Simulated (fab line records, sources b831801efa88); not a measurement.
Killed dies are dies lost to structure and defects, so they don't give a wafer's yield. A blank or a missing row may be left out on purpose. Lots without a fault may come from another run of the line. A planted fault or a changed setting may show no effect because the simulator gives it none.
Chamber matching | flow sky130 | SKY_LI_CONTACT_CMP_24 on cmp-01: 4 sister chambers
The step polishes, stops on PSG, t overpolish 20 s, target thk 0 nm. 8 wafers are shown with their chamber, then 7 later ones without.

WAFERS WITH THEIR CHAMBER
wafer  | chamber | motor_current_A (A) | time_to_endpoint_s (s)
L813.5 | 0       | 10.6                | 103
L816.5 | 2       | 10.6                | 103
L816.6 | 1       | 11.2                | 95
L817.2 | 1       | 11.0                | 102
L817.4 | 3       | 12.3                | 96
L817.5 | 2       | 10.4                | 101
L818.1 | 0       | 10.4                | 101
L818.2 | 3       | 13.5                | 97

WAFERS WITHOUT THEIR CHAMBER
wafer  | motor_current_A (A) | time_to_endpoint_s (s)
L818.5 | 12.7                | 92
L827.2 | 10.3                | 94
L827.3 | 11.2                | 93
L827.5 | 13.0                | 96
L828.1 | 11.7                | 97
L828.2 | 10.0                | 95
L828.6 | 10.1                | 98

WHICH CHAMBER EACH WENT THROUGH
wafer  | from the rows above               | in truth
L818.5 | 3                                 | 3
L827.2 | can't be placed: 1 or 0 or 2      | 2
L827.3 | can't be placed: 1 or 0 or 2      | 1
L827.5 | 3                                 | 3
L828.1 | can't be placed: 1 or 3 or 0 or 2 | 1
L828.2 | can't be placed: 1 or 0 or 2      | 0
L828.6 | can't be placed: 0 or 2 or 1      | 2
Placed correctly: 2 of 7. Can't be placed from these rows: 5 (the true chamber is among the candidates in 5). Placed wrongly: 0.
How it was worked out, from the rows above alone: a wafer's distance from a chamber is the root of the sum, over the readings, of the square of ((its reading less the chamber's mean) divided by the reading's scatter). The wafer belongs to the nearest chamber; if the next one is less than 2 further off, it can't be placed. A chamber's mean is the mean of its shown wafers. The scatter: the root of (the sum of the squares of (reading less its chamber's mean) over the shown wafers, divided by (wafers less chambers)).
